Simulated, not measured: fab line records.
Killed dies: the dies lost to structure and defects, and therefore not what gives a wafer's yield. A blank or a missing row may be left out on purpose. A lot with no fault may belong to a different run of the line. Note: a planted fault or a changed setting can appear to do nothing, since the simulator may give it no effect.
The tool behind it: which one? || flow sky130 || 36 wafers from 12 lots sampled at 5 of the route's 708 steps

WHAT EACH GAUGE READ, for each wafer
SKY_VT_ADJUST_LVTN_TW_MEAS_21. Usual: for VT_ADJUST_LVTN_2_TW the level is 188.5 and the standard deviation is 0.83.
{"lot": "L626", "measured": "day 7 15:10", "on": "film metro-02", "VT_ADJUST_LVTN_2_TW": "188.6 187.7 188.5", "flag": ""}
{"lot": "L627", "measured": "day 8 01:23", "on": "film metro-01", "VT_ADJUST_LVTN_2_TW": "189.2 188.9 189.8", "flag": ""}
{"lot": "L629", "measured": "day 8 08:53", "on": "film metro-01", "VT_ADJUST_LVTN_2_TW": "190.0 188.1 188.7", "flag": ""}
{"lot": "L630", "measured": "day 8 18:58", "on": "film metro-01", "VT_ADJUST_LVTN_2_TW": "189.6 189.0 188.9", "flag": ""}
{"lot": "L637", "measured": "day 10 23:58", "on": "film metro-03", "VT_ADJUST_LVTN_2_TW": "204.7 203.4 203.8", "flag": "OFF"}
{"lot": "L638", "measured": "day 11 06:59", "on": "film metro-02", "VT_ADJUST_LVTN_2_TW": "204.4 205.5 205.6", "flag": "OFF"}
{"lot": "L643", "measured": "day 12 16:15", "on": "film metro-01", "VT_ADJUST_LVTN_2_TW": "190.5 189.2 188.5", "flag": ""}
{"lot": "L644", "measured": "day 13 11:13", "on": "film metro-03", "VT_ADJUST_LVTN_2_TW": "187.3 188.0 187.6", "flag": ""}
{"lot": "L645", "measured": "day 13 14:56", "on": "film metro-03", "VT_ADJUST_LVTN_2_TW": "187.9 187.4 187.4", "flag": ""}
{"lot": "L646", "measured": "day 13 16:40", "on": "film metro-03", "VT_ADJUST_LVTN_2_TW": "187.2 188.0 187.6", "flag": ""}
{"lot": "L648", "measured": "day 14 04:03", "on": "film metro-03", "VT_ADJUST_LVTN_2_TW": "187.3 187.8 188.0", "flag": ""}
{"lot": "L649", "measured": "day 14 12:25", "on": "film metro-02", "VT_ADJUST_LVTN_2_TW": "189.6 188.7 189.4", "flag": ""}

SKY_VT_ADJUST_NCORE_CD_MEAS_07: target cd 380 nm. Usual: cd nm at 380.5 nm, with a standard deviation of 2.2.
{"lot": "L626", "measured": "day 8 10:53", "on": "cd sem-01", "cd nm (nm)": "378.5 376.7 377.1", "flag": ""}
{"lot": "L627", "measured": "day 8 22:19", "on": "cd sem-01", "cd nm (nm)": "381.3 382.5 382.4", "flag": ""}
{"lot": "L629", "measured": "day 9 06:15", "on": "cd sem-02", "cd nm (nm)": "379.7 380.8 380.4", "flag": ""}
{"lot": "L630", "measured": "day 9 16:26", "on": "cd sem-02", "cd nm (nm)": "383.2 380.4 382.6", "flag": ""}
{"lot": "L637", "measured": "day 11 22:40", "on": "cd sem-01", "cd nm (nm)": "382.0 379.7 381.8", "flag": ""}
{"lot": "L638", "measured": "day 12 06:43", "on": "cd sem-02", "cd nm (nm)": "377.4 377.0 375.7", "flag": ""}
{"lot": "L643", "measured": "day 13 16:58", "on": "cd sem-01", "cd nm (nm)": "380.2 379.5 382.2", "flag": ""}
{"lot": "L644", "measured": "day 14 13:09", "on": "cd sem-01", "cd nm (nm)": "381.3 380.2 383.1", "flag": ""}
{"lot": "L645", "measured": "day 14 17:33", "on": "cd sem-01", "cd nm (nm)": "383.6 378.7 379.5", "flag": ""}
{"lot": "L646", "measured": "day 14 18:08", "on": "cd sem-01", "cd nm (nm)": "381.9 378.2 382.4", "flag": ""}
{"lot": "L648", "measured": "day 15 06:07", "on": "cd sem-01", "cd nm (nm)": "382.3 383.0 382.9", "flag": ""}
{"lot": "L649", "measured": "day 15 14:46", "on": "cd sem-01", "cd nm (nm)": "378.8 376.3 379.8", "flag": ""}

TOOL THAT RAN EACH LOT (tool first, then ch and the chambers of the sampled wafers, then the start)
{"lot": "L626", "SKY_PWDE_STRIP_09": "plasma asher-02 ch 0,1, day 3 21:21", "SKY_VT_ADJUST_HVTP_STRIP_10": "plasma asher-02 ch 0,1, day 6 00:55", "SKY_VT_ADJUST_LVTN_IMPLANT_19": "implanter-02 ch 0, day 7 14:55"}
{"lot": "L627", "SKY_PWDE_STRIP_09": "plasma asher-02 ch 0,1, day 4 03:38", "SKY_VT_ADJUST_HVTP_STRIP_10": "plasma asher-01 ch 0,1, day 6 10:04", "SKY_VT_ADJUST_LVTN_IMPLANT_19": "implanter-02 ch 0, day 8 01:08"}
{"lot": "L629", "SKY_PWDE_STRIP_09": "plasma asher-03 ch 0,1, day 4 10:57", "SKY_VT_ADJUST_HVTP_STRIP_10": "plasma asher-02 ch 0,1, day 6 18:19", "SKY_VT_ADJUST_LVTN_IMPLANT_19": "implanter-02 ch 0, day 8 08:38"}
{"lot": "L630", "SKY_PWDE_STRIP_09": "plasma asher-02 ch 0,1, day 4 18:50", "SKY_VT_ADJUST_HVTP_STRIP_10": "plasma asher-02 ch 0,1, day 7 02:32", "SKY_VT_ADJUST_LVTN_IMPLANT_19": "implanter-02 ch 0, day 8 18:45"}
{"lot": "L637", "SKY_PWDE_STRIP_09": "plasma asher-03 ch 0, day 6 13:54", "SKY_VT_ADJUST_HVTP_STRIP_10": "plasma asher-02 ch 1, day 9 02:37", "SKY_VT_ADJUST_LVTN_IMPLANT_19": "implanter-04 ch 0, day 10 23:43"}
{"lot": "L638", "SKY_PWDE_STRIP_09": "plasma asher-01 ch 0,1, day 6 18:32", "SKY_VT_ADJUST_HVTP_STRIP_10": "plasma asher-04 ch 0,1, day 9 08:49", "SKY_VT_ADJUST_LVTN_IMPLANT_19": "implanter-04 ch 0, day 11 06:44"}
{"lot": "L643", "SKY_PWDE_STRIP_09": "plasma asher-01 ch 0,1, day 7 22:45", "SKY_VT_ADJUST_HVTP_STRIP_10": "plasma asher-02 ch 0,1, day 10 16:31", "SKY_VT_ADJUST_LVTN_IMPLANT_19": "implanter-03 ch 0, day 12 16:01"}
{"lot": "L644", "SKY_PWDE_STRIP_09": "plasma asher-02 ch 0,1, day 8 13:49", "SKY_VT_ADJUST_HVTP_STRIP_10": "plasma asher-02 ch 0,1, day 11 09:59", "SKY_VT_ADJUST_LVTN_IMPLANT_19": "implanter-03 ch 0, day 13 11:00"}
{"lot": "L645", "SKY_PWDE_STRIP_09": "plasma asher-01 ch 1, day 8 16:26", "SKY_VT_ADJUST_HVTP_STRIP_10": "plasma asher-01 ch 0,1, day 11 14:04", "SKY_VT_ADJUST_LVTN_IMPLANT_19": "implanter-03 ch 0, day 13 14:41"}
{"lot": "L646", "SKY_PWDE_STRIP_09": "plasma asher-02 ch 0,1, day 8 17:01", "SKY_VT_ADJUST_HVTP_STRIP_10": "plasma asher-02 ch 0,1, day 11 14:59", "SKY_VT_ADJUST_LVTN_IMPLANT_19": "implanter-03 ch 0, day 13 16:26"}
{"lot": "L648", "SKY_PWDE_STRIP_09": "plasma asher-01 ch 0,1, day 9 04:17", "SKY_VT_ADJUST_HVTP_STRIP_10": "plasma asher-02 ch 0,1, day 12 01:25", "SKY_VT_ADJUST_LVTN_IMPLANT_19": "implanter-03 ch 0, day 14 03:49"}
{"lot": "L649", "SKY_PWDE_STRIP_09": "plasma asher-03 ch 0,1, day 9 11:11", "SKY_VT_ADJUST_HVTP_STRIP_10": "plasma asher-02 ch 0,1, day 12 09:34", "SKY_VT_ADJUST_LVTN_IMPLANT_19": "implanter-03 ch 0, day 14 12:10"}
- SKY_PWDE_STRIP_09: strips in O2/N2.
- SKY_VT_ADJUST_HVTP_STRIP_10: strips in O2/N2.
- SKY_VT_ADJUST_LVTN_IMPLANT_19

WHAT THE TOOLS THEMSELVES READ (means of the sampled wafers that have a number; where no wafer has one, the mark that the record gives instead)
SKY_PWDE_STRIP_09. Usual: drypump motor current A 5.8 A, standard deviation 0.5; oes product au 0.723 a.u., standard deviation 0.0043; strip time to endpoint s 36.93 s, standard deviation 0.11.
{"lot": "L626", "tool": "plasma asher-02", "drypump motor current A (A)": 6.1, "oes product au (a.u.)": 0.722, "strip time to endpoint s (s)": 37.07, "flag": ""}
{"lot": "L627", "tool": "plasma asher-02", "drypump motor current A (A)": 6.1, "oes product au (a.u.)": 0.728, "strip time to endpoint s (s)": 36.80, "flag": ""}
{"lot": "L629", "tool": "plasma asher-03", "drypump motor current A (A)": 6.0, "oes product au (a.u.)": 0.721, "strip time to endpoint s (s)": 37.05, "flag": ""}
{"lot": "L630", "tool": "plasma asher-02", "drypump motor current A (A)": 6.3, "oes product au (a.u.)": 0.727, "strip time to endpoint s (s)": 36.95, "flag": ""}
{"lot": "L637", "tool": "plasma asher-03", "drypump motor current A (A)": 6.1, "oes product au (a.u.)": 0.722, "strip time to endpoint s (s)": 36.92, "flag": ""}
{"lot": "L638", "tool": "plasma asher-01", "drypump motor current A (A)": 5.4, "oes product au (a.u.)": 0.724, "strip time to endpoint s (s)": 36.85, "flag": ""}
{"lot": "L643", "tool": "plasma asher-01", "drypump motor current A (A)": 5.4, "oes product au (a.u.)": 0.722, "strip time to endpoint s (s)": 36.90, "flag": ""}
{"lot": "L644", "tool": "plasma asher-02", "drypump motor current A (A)": 6.2, "oes product au (a.u.)": 0.722, "strip time to endpoint s (s)": 36.96, "flag": ""}
{"lot": "L645", "tool": "plasma asher-01", "drypump motor current A (A)": 4.8, "oes product au (a.u.)": 0.722, "strip time to endpoint s (s)": 36.67, "flag": ""}
{"lot": "L646", "tool": "plasma asher-02", "drypump motor current A (A)": 6.2, "oes product au (a.u.)": 0.722, "strip time to endpoint s (s)": 36.71, "flag": ""}
{"lot": "L648", "tool": "plasma asher-01", "drypump motor current A (A)": 5.4, "oes product au (a.u.)": 0.725, "strip time to endpoint s (s)": 36.96, "flag": ""}
{"lot": "L649", "tool": "plasma asher-03", "drypump motor current A (A)": 6.0, "oes product au (a.u.)": 0.721, "strip time to endpoint s (s)": 36.87, "flag": ""}

SKY_VT_ADJUST_HVTP_STRIP_10. Usual: drypump motor current A 6.1 A, standard deviation 0.5; oes product au 0.715 a.u., standard deviation 0.0046; strip time to endpoint s 14.18 s, standard deviation 0.044.
{"lot": "L626", "tool": "plasma asher-02", "drypump motor current A (A)": 6.1, "oes product au (a.u.)": 0.716, "strip time to endpoint s (s)": 14.24, "flag": ""}
{"lot": "L627", "tool": "plasma asher-01", "drypump motor current A (A)": 5.4, "oes product au (a.u.)": 0.717, "strip time to endpoint s (s)": 14.21, "flag": ""}
{"lot": "L629", "tool": "plasma asher-02", "drypump motor current A (A)": 6.2, "oes product au (a.u.)": 0.715, "strip time to endpoint s (s)": 14.23, "flag": ""}
{"lot": "L630", "tool": "plasma asher-02", "drypump motor current A (A)": 6.1, "oes product au (a.u.)": 0.714, "strip time to endpoint s (s)": 14.17, "flag": ""}
{"lot": "L637", "tool": "plasma asher-02", "drypump motor current A (A)": 6.0, "oes product au (a.u.)": 0.714, "strip time to endpoint s (s)": 14.14, "flag": ""}
{"lot": "L638", "tool": "plasma asher-04", "drypump motor current A (A)": 6.2, "oes product au (a.u.)": 0.720, "strip time to endpoint s (s)": 14.20, "flag": ""}
{"lot": "L643", "tool": "plasma asher-02", "drypump motor current A (A)": 6.1, "oes product au (a.u.)": 0.712, "strip time to endpoint s (s)": 14.17, "flag": ""}
{"lot": "L644", "tool": "plasma asher-02", "drypump motor current A (A)": 6.1, "oes product au (a.u.)": 0.718, "strip time to endpoint s (s)": 14.20, "flag": ""}
{"lot": "L645", "tool": "plasma asher-01", "drypump motor current A (A)": 5.1, "oes product au (a.u.)": 0.715, "strip time to endpoint s (s)": 14.17, "flag": ""}
{"lot": "L646", "tool": "plasma asher-02", "drypump motor current A (A)": 6.2, "oes product au (a.u.)": 0.715, "strip time to endpoint s (s)": 14.12, "flag": ""}
{"lot": "L648", "tool": "plasma asher-02", "drypump motor current A (A)": 6.2, "oes product au (a.u.)": 0.715, "strip time to endpoint s (s)": 14.16, "flag": ""}
{"lot": "L649", "tool": "plasma asher-02", "drypump motor current A (A)": 6.2, "oes product au (a.u.)": 0.708, "strip time to endpoint s (s)": 14.24, "flag": ""}

SKY_VT_ADJUST_LVTN_IMPLANT_19. Usual: dose ions cm2 6.5e+11, standard deviation 7.3e+08; faraday current uA 3.66, standard deviation 0.079.
{"lot": "L626", "tool": "implanter-02", "dose ions cm2": 6.5e+11, "faraday current uA": 3.70, "flag": ""}
{"lot": "L627", "tool": "implanter-02", "dose ions cm2": 6.5e+11, "faraday current uA": 3.57, "flag": ""}
{"lot": "L629", "tool": "implanter-02", "dose ions cm2": 6.5e+11, "faraday current uA": 3.63, "flag": ""}
{"lot": "L630", "tool": "implanter-02", "dose ions cm2": 6.5e+11, "faraday current uA": 3.74, "flag": ""}
{"lot": "L637", "tool": "implanter-04", "dose ions cm2": 8.6e+11, "faraday current uA": 4.71, "flag": "OFF"}
{"lot": "L638", "tool": "implanter-04", "dose ions cm2": 8.6e+11, "faraday current uA": 4.88, "flag": "OFF"}
{"lot": "L643", "tool": "implanter-03", "dose ions cm2": 6.5e+11, "faraday current uA": 3.67, "flag": ""}
{"lot": "L644", "tool": "implanter-03", "dose ions cm2": 6.5e+11, "faraday current uA": 3.62, "flag": ""}
{"lot": "L645", "tool": "implanter-03", "dose ions cm2": 6.5e+11, "faraday current uA": 3.63, "flag": ""}
{"lot": "L646", "tool": "implanter-03", "dose ions cm2": 6.5e+11, "faraday current uA": 3.66, "flag": ""}
{"lot": "L648", "tool": "implanter-03", "dose ions cm2": 6.5e+11, "faraday current uA": 3.74, "flag": ""}
{"lot": "L649", "tool": "implanter-03", "dose ions cm2": 6.5e+11, "faraday current uA": 3.71, "flag": ""}

THE ANSWER, worked out from the rows above alone
Rule: a lot is off if the mean of its wafers that have a number lies more than 3 standard deviations from the usual mean. Also off: a lot with no number at a reading for which 4 or more lots have one. Any other lot the step has rows for is counted as sound. First the gauges in route order, then the tools' own readings, where a lot's mean is used as printed above. At the first step where some lot is off, the reading lying furthest off is the one used; lots without a number count as furthest.
Off: L637, L638, seen at SKY_VT_ADJUST_LVTN_TW_MEAS_21 (VT_ADJUST_LVTN_2_TW).
A tool fits if, at a process step before that reading, it ran every lot that is off, and no sound lot after the first of them. The gauges at SKY_VT_ADJUST_LVTN_TW_MEAS_21 aren't tried: what is off there is off at SKY_VT_ADJUST_LVTN_IMPLANT_19 too, on other tools, and a gauge's error can't cause that. One candidate fits, namely implanter-04 at SKY_VT_ADJUST_LVTN_IMPLANT_19. It ran no sound lot before its first lot that is off in this sample, so the start can't be narrowed down.
The tool's own readings at SKY_VT_ADJUST_LVTN_IMPLANT_19 bear it out: on the lots that are off they differ by more than 5 times the standard deviation of the sound lots' means. dose ions cm2 reads 8.6e+11 there against 6.5e+11 on the sound lots; faraday current uA reads 4.79 there against 3.67 on the sound lots.

WHAT WAS PUT IN BY THE SIMULATOR
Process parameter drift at SKY_VT_ADJUST_LVTN_IMPLANT_19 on implanter-04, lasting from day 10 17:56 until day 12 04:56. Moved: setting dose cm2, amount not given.
Shown lots that were struck: L637, L638. The rule above found the same.
